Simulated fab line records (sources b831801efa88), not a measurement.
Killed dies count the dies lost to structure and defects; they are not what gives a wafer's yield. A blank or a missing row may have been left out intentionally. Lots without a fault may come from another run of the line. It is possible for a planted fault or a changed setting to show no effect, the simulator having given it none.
Code-filled problem report in 8D (eight disciplines) form :: flow sky130 :: the parts of the form that need people (team, actions taken, sign-off) are left out

1. PROBLEM STATEMENT
spin_speed_rpm at SKY_LOCAL_INTERCONNECT_COAT_06 reads a mean of 2927.3 rpm on 6 wafers of 2 lots; wafers without a fault read 3000.4 rpm with a standard deviation of 1.9. That puts it -38 standard deviations away from the usual mean.
The step: resist thk 450 nm.
Seen first at day 32 20:00 on litho_track-04, wafer L534.1. The record has a number at this step for 39 wafers belonging to 13 lots. Rule for "out", or "out of limits": more than 4 standard deviations from the usual mean. All remaining wafers that have a number are taken as sound.

2. WHAT IT IS; WHAT IT IS NOT
question: which readings at this step
is: spin_speed_rpm
is not: dispense_pressure_kPa

question: which lots
is: L534, L535
is not: L525, L526, L528, L530, L531, L532, L536, L542, L543, L546, L548

question: which wafers of those lots
is: all that have a number
is not: -

question: read on which tools
is: litho_track-04
is not: litho_track-01, litho_track-03

question: when
is: from day 32 20:00
is not: up to then (18 sound wafers); but 15 sound wafers of L536, L542, L543, L546, L548 came after

3. WHAT RULES OUT EACH SUSPECT
Counting: a tool stays on the suspect list if, at a process step up to the reading, it processed all lots that are out and no sound lot following the first of them.
- litho_track-04 at SKY_LOCAL_INTERCONNECT_COAT_06 (resist thk 450 nm): ruled out as a lasting fault. Sound lots L546 ran on it after its first lot that is out, L534 (day 32 20:00).
Left after counting: nothing in the record.

4. THE CAUSE (what the simulator had put in)
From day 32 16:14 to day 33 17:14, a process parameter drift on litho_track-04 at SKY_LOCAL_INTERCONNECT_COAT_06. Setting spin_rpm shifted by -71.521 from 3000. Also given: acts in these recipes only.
Counting ruled it out, wrongly.

5. THE EFFECT CHAIN, in route order
Rows list readings where the struck wafers' mean (over those with a number) sits beyond 3 standard deviations from the usual. Only readings whose record carries a usual standard deviation are examined. hours: median over the lots of the time between each lot's start at the first step of this table that gives one and its start at this step. sigmas: the change, counted in usual standard deviations.
hours: 0
step: SKY_LOCAL_INTERCONNECT_COAT_06
reading: spin_speed_rpm
usual: 3000.4 rpm
on struck wafers: 2927.3
change: -73.1
sigmas: -38
Process steps it contains:
- SKY_LOCAL_INTERCONNECT_COAT_06: resist thk 450 nm.
Later steps that measure or inspect, where all struck wafers having a row at the step show a number for every such reading and not one has moved that far: SKY_LOCAL_INTERCONNECT_CD_MEAS_11.

6. WHAT WOULD HAVE CAUGHT IT SOONER
In this record the first reading out of limits was taken at day 32 20:00, 4 hours after the fault began at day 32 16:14.
